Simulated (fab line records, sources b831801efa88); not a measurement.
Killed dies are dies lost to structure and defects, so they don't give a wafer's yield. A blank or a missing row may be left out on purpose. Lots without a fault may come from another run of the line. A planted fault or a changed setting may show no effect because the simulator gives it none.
Chamber matching | flow sky130 | SKY_LI_CONTACT_ETCH_15 on rie_diel-03: 4 sister chambers
The step etches PSG in C4F8/O2/Ar, stops on Si, target depth 600 nm. 4 wafers are shown with their chamber, then 8 later ones without.

WAFERS WITH THEIR CHAMBER
wafer  | chamber | chamber_pressure_mTorr (mTorr)
L081.6 | 2       | 39.99
L084.3 | 0       | 40.01
L084.5 | 1       | 39.96
L087.2 | 3       | 40.04

WAFERS WITHOUT THEIR CHAMBER
wafer  | chamber_pressure_mTorr (mTorr)
L087.4 | 40.06
L087.5 | 39.97
L093.1 | 39.98
L093.3 | 39.99
L093.6 | 40.04
L095.4 | 39.93
L095.5 | 40.02
L095.6 | 40.01

WHICH CHAMBER EACH WENT THROUGH
wafer  | from the rows above          | in truth
L087.4 | 3                            | 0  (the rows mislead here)
L087.5 | can't be placed: 1 or 2      | 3
L093.1 | can't be placed: 2 or 1 or 0 | 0
L093.3 | can't be placed: 2 or 0      | 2
L093.6 | 3                            | 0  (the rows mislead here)
L095.4 | 1                            | 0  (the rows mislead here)
L095.5 | can't be placed: 0 or 3 or 2 | 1
L095.6 | can't be placed: 0 or 2      | 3
Placed correctly: 0 of 8. Can't be placed from these rows: 5 (the true chamber is among the candidates in 2). Placed wrongly: 3.
How it was worked out, from the rows above alone: a wafer's distance from a chamber is the root of the sum, over the readings, of the square of ((its reading less the chamber's mean) divided by the reading's scatter). The wafer belongs to the nearest chamber; if the next one is less than 2 further off, it can't be placed. A chamber's mean is the mean of its shown wafers. The scatter: with one shown wafer a chamber, the root of the mean of the squares of how far each hidden wafer lies from its nearest shown one.
